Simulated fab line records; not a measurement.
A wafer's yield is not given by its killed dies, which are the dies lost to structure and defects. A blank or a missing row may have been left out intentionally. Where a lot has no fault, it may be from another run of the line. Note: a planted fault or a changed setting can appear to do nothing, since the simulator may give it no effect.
Which tool did it? | flow gf180mcu | Sampling: 14 lots, 39 wafers, 4 of 602 route steps

WHAT THE GAUGES READ, wafer by wafer
GF_STI_THK_MEAS_30.
lot  | measured    | on            | STI_OXIDATION_02_THK (nm)
L979 | day 2 06:08 | film metro-04 | 9.95 10.01 9.96
L980 | day 2 14:14 | film metro-01 | 10.27 10.21 10.14
L981 | day 2 17:50 | film metro-01 | 10.23 10.10 10.04
L982 | day 2 22:05 | film metro-01 | 9.85 9.91 10.00
L983 | day 3 03:38 | film metro-01 | 10.02 9.95 9.88
L986 | day 3 20:59 | film metro-02 | 9.87 10.03 9.93
L987 | day 3 22:40 | film metro-04 | 10.21 10.25 10.39
L988 | day 4 03:25 | film metro-04 | 10.20 10.21 10.01
L989 | day 4 11:15 | film metro-02 | 10.27 10.03 10.12
L991 | day 4 19:13 | film metro-01 | 10.12 10.19 10.31
L993 | day 5 05:14 | film metro-04 | 10.34 10.24 10.24
L995 | day 5 15:46 | film metro-02 | 10.02 10.18 10.21
L999 | day 6 12:49 | film metro-04 | 9.71 9.71
L100 | day 6 17:25 | film metro-04 | 9.86

GF_DUAL_GATE_OVL_MEAS_11.
lot  | measured     | on         | DUAL_GATE_OVL (nm)
L979 | day 8 05:50  | overlay-01 | 0.0 -1.8 -2.5
L980 | day 8 16:13  | overlay-02 | 0.5 -2.0 -0.4
L981 | day 8 22:49  | overlay-02 | -1.2 -1.4 -0.7
L982 | day 9 04:46  | overlay-02 | -1.2 -2.2 -1.6
L983 | day 9 14:22  | overlay-02 | 0.4 -0.5 -0.7
L986 | day 10 13:28 | overlay-01 | 1.1 -0.9 0.7
L987 | day 10 15:16 | overlay-02 | -0.5 1.0 1.3
L988 | day 10 18:55 | overlay-02 | -0.7 -1.2 1.8
L989 | day 11 08:31 | overlay-02 | 0.8 0.8 0.8
L991 | day 11 20:07 | overlay-02 | -1.4 -0.5 -1.6
L993 | day 12 11:07 | overlay-02 | 0.6 0.5 0.4
L995 | day 12 21:40 | overlay-01 | 0.5 -0.6 0.4
L999 | day 14 03:19 | overlay-01 | 0.6 0.3
L100 | day 14 09:04 | overlay-01 | -3.0

GF_NSD_TW_MEAS_12.
lot  | measured     | on            | NSD_TW
L979 | day 13 05:17 | film metro-03 | 4341 4318 4291
L980 | day 13 16:10 | film metro-04 | 4213 4251 4204
L981 | day 14 02:34 | film metro-04 | 4255 4264 4291
L982 | day 14 06:53 | film metro-01 | 4273 4250 4263
L983 | day 14 18:01 | film metro-03 | 4316 4325 4316
L986 | day 16 06:34 | film metro-03 | 4275 4261 4286
L987 | day 16 07:55 | film metro-04 | 4273 4237 4268
L988 | day 16 14:40 | film metro-04 | 4276 4260 4280
L989 | day 17 03:26 | film metro-04 | 4278 4259 4264
L991 | day 17 15:10 | film metro-01 | 4272 4269 4252
L993 | day 18 09:32 | film metro-04 | 4234 4223 4226
L995 | day 18 22:28 | film metro-03 | 4322 4308 4315
L999 | day 20 09:02 | film metro-04 | 4275 4263
L100 | day 20 15:13 | film metro-01 | 4230

WHICH TOOL RAN EACH LOT (tool, then ch and the chambers of the sampled wafers, then the start)
lot  | GF_HV_LDD_IMPLANT_34
L979 | implanter-04 ch 0, day 11 11:20
L980 | implanter-03 ch 0, day 11 20:28
L981 | implanter-01 ch 0, day 12 05:52
L982 | implanter-04 ch 0, day 12 09:50
L983 | implanter-01 ch 0, day 12 21:19
L986 | implanter-04 ch 0, day 14 06:13
L987 | implanter-01 ch 0, day 14 07:31
L988 | implanter-03 ch 0, day 14 15:19
L989 | implanter-03 ch 0, day 15 01:26
L991 | implanter-03 ch 0, day 15 14:25
L993 | implanter-04 ch 0, day 16 06:46
L995 | implanter-04 ch 0, day 16 20:22
L999 | implanter-03 ch 0, day 18 04:51
L100 | implanter-03 ch 0, day 18 10:01
- GF_HV_LDD_IMPLANT_34

AS READ BY THE TOOLS THEMSELVES (means over the sampled wafers that have a number; for cases with no such wafer, the mark the record gives instead)
GF_HV_LDD_IMPLANT_34.
lot  | tool         | beam on s (s) | dose ions cm2 | faraday current uA
L979 | implanter-04 | 9.98          | 7.508e+12     | 42.3
L980 | implanter-03 | 10.11         | 7.492e+12     | 41.9
L981 | implanter-01 | 9.99          | 7.496e+12     | 42.4
L982 | implanter-04 | 9.85          | 7.493e+12     | 43.0
L983 | implanter-01 | 10.01         | 7.501e+12     | 42.1
L986 | implanter-04 | 10.04         | 7.496e+12     | 42.2
L987 | implanter-01 | 9.91          | 7.493e+12     | 42.6
L988 | implanter-03 | 9.98          | 7.491e+12     | 42.3
L989 | implanter-03 | 10.12         | 7.500e+12     | 41.8
L991 | implanter-03 | 10.07         | 7.495e+12     | 42.0
L993 | implanter-04 | 9.92          | 7.498e+12     | 42.6
L995 | implanter-04 | 10.07         | 7.500e+12     | 41.9
L999 | implanter-03 | 8.94          | 7.486e+12     | 47.4
L100 | implanter-03 | 9.17          | 7.497e+12     | 46.2

THE ANSWER, worked out from the rows above alone
Rule: usual is defined by the lots themselves. Put in order of their means at a reading, lots are off if they are a third of the lots or fewer, leave a main group of 4 or more, and stand apart from it by a gap of 3 or more times the standard deviation of the main group's means; of several such gaps the widest counts. The tables above print the reading to a certain number of digits; a main group whose means all agree to those digits is not used. A lot without any number at a reading at which 4 lots or more have one is off too. All remaining lots with rows at the step are treated as sound. Order of review: gauges by route order, followed by the tools' own readings, for which a lot's mean as printed above is used. The first step at which some lot is off is used, and at that step the reading that is off furthest; a lot without a number counts as furthest.
Off: L999, L100, at GF_HV_LDD_IMPLANT_34 (faraday current uA). Main group: mean 42.3, sd 0.34.
A tool fits if, at that step or a process step before it, it ran every lot that is off, and no sound lot after the first of them. One fits: implanter-03 at GF_HV_LDD_IMPLANT_34. A fault onset in the window from L991 (day 15 14:25, its last sound lot) to L999 (day 18 04:51, its first lot off) fits.
The tool's own readings at GF_HV_LDD_IMPLANT_34 bear it out: on the lots that are off they differ by more than 5 times the standard deviation of the sound lots' means. beam on s reads 9.05 s there against 10.00 s on the sound lots; faraday current uA reads 46.8 there against 42.3 on the sound lots.

WHAT THE SIMULATOR HAD INSERTED
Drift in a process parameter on implanter-03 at GF_HV_LDD_IMPLANT_34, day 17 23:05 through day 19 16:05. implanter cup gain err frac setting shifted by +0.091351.
Struck lots among those shown: L999, L100. The same result came from the rule above.
